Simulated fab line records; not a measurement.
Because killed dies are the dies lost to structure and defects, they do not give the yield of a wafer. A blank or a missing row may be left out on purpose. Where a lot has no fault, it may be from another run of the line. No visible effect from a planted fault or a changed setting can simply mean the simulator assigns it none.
Lot-split experiment + flow sky130 + 23 wafers read across 5 lots, on a route 708 steps long

== ON THE SPLIT ==
At SKY_VIA4_CVD_18 (deposits W, target thk 505 nm, time 152.14 s), the setting tempC was moved away from the recipe's 400 C on 6 of the 23 wafers read, by -2.1% to +1.0%. This setting was run at the recipe's value on the other wafers.

== THE PATH FROM SPLIT TO READING: the file shows 1 step between them ==
- SKY_VIA4_RS_MEAS_19: measures by four-point-probe

== THE READING ==
VIA4_W_THK, in nm, at SKY_VIA4_THK_MEAS_20 (measures by xrf). Typical for fault-free wafers on this fab line: 499 nm, with standard deviation 6.2 nm.

| wafer  | tool, chamber at the split | tempC as run, C | against the recipe | VIA4_W_THK, nm | against lot-mates on the recipe |
|--------|----------------------------|-----------------|--------------------|----------------|---------------------------------|
| L077.2 | cvdW-02, 1                 | 400             | recipe             | 507            | -                               |
| L077.3 | cvdW-02, 0                 | 400             | recipe             | 508            | -                               |
| L077.5 | cvdW-02, 0                 | 400             | recipe             | 511            | -                               |
| L080.1 | cvdW-02, 0                 | 400             | recipe             | 504            | -                               |
| L080.2 | cvdW-02, 1                 | 400             | recipe             | 507            | -                               |
| L080.3 | cvdW-02, 1                 | 400             | recipe             | 507            | -                               |
| L080.5 | cvdW-02, 1                 | 400             | recipe             | 512            | -                               |
| L080.6 | cvdW-02, 0                 | 400             | recipe             | 507            | -                               |
| L082.2 | cvdW-01, 0                 | 404.2           | +1.0%              | 540            | +44                             |
| L082.3 | cvdW-01, 0                 | 400             | recipe             | 494            | -                               |
| L082.4 | cvdW-01, 1                 | 400             | recipe             | 497            | -                               |
| L082.5 | cvdW-01, 0                 | 404.2           | +1.0%              | 535            | +40                             |
| L082.6 | cvdW-01, 1                 | 404.2           | +1.0%              | 533            | +38                             |
| L081.1 | cvdW-02, 1                 | 391.5           | -2.1%              | 431            | -71                             |
| L081.2 | cvdW-02, 0                 | 391.5           | -2.1%              | 429            | -73                             |
| L081.3 | cvdW-02, 0                 | 400             | recipe             | 502            | -                               |
| L081.4 | cvdW-02, 1                 | 391.5           | -2.1%              | 432            | -70                             |
| L081.5 | cvdW-02, 0                 | 400             | recipe             | 502            | -                               |
| L084.1 | cvdW-01, 0                 | 400             | recipe             | 493            | -                               |
| L084.2 | cvdW-01, 1                 | 400             | recipe             | 494            | -                               |
| L084.4 | cvdW-01, 0                 | 400             | recipe             | 493            | -                               |
| L084.5 | cvdW-01, 0                 | 400             | recipe             | 497            | -                               |
| L084.6 | cvdW-01, 1                 | 400             | recipe             | 493            | -                               |

THE FIT
A straight line over all 23 wafers: VIA4_W_THK changes by +33.2 nm for each +1% of tempC; r = +0.98; the points scatter about the line by 6.1 nm.
The same after taking each lot's own level away (the mean of its wafers on the recipe; 23 wafers): +34.7 nm for each +1%; r = +1.00; scatter 2.6 nm.
According to that fit, moving tempC by its largest amount changes the reading by 74 nm.
Measured against the standard deviation above, the lots' own levels, which go from 494.0 to 508.7 nm, span 2.4 times it.
So the lot-to-lot level changes the slope little: the two slopes agree.
Check: -73.7 nm against its lot-mates is what the line predicts for one of the wafers moved furthest among these (-2.1%) when that wafer is left out of the fit. It came out at -71 nm against them.

== THE OTHER SPLITS THESE WAFERS WENT THROUGH ==
Other splits were also applied to these wafers ahead of the reading. Each is held against what the fit with the lots' levels taken away leaves over:
| other split on the same wafers  | wafers away from the commonest value | r with VIA4_W_THK (lot level and that fit taken away) |
|---------------------------------|--------------------------------------|-------------------------------------------------------|
| SKY_CAP2M_SOFTBAKE_08 tempC     | 9                                    | -0.20                                                 |
| SKY_CAP2M_METAL_ETCH_13 timeS   | 5                                    | +0.42                                                 |
| SKY_METAL4_DEVELOP_12 devTempC  | 10                                   | +0.21                                                 |
| SKY_VIA4_CMP_02 leaveAboveRefNm | 6                                    | +0.06                                                 |
| SKY_VIA4_SOFTBAKE_07 tempC      | 5                                    | +0.43                                                 |

== THE WHOLE CHAIN: every reading that the file lists as answering this split, in the file's order ==
| step                 | what it does                                 | reading                                                                 | change (the file's fit)              | r (the file's) |
|----------------------|----------------------------------------------|-------------------------------------------------------------------------|--------------------------------------|----------------|
| SKY_VIA4_CVD_18      | deposits W, target thk 505 nm, time 152.14 s | W_of_VIA4_CVD_18.thkNm (the simulator's own value, which no gauge read) | +35.2 nm for each +1% of the setting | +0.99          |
| SKY_VIA4_RS_MEAS_19  | measures by four-point-probe                 | VIA4_W_RS                                                               | -0.0174 for each +1% of the setting  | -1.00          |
| SKY_VIA4_THK_MEAS_20 | measures by xrf                              | VIA4_W_THK                                                              | +34.4 for each +1% of the setting    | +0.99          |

== THE FILE'S OWN FIT ==
VIA4_W_THK changes by +34.4 nm for each +1% of tempC, r = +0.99.
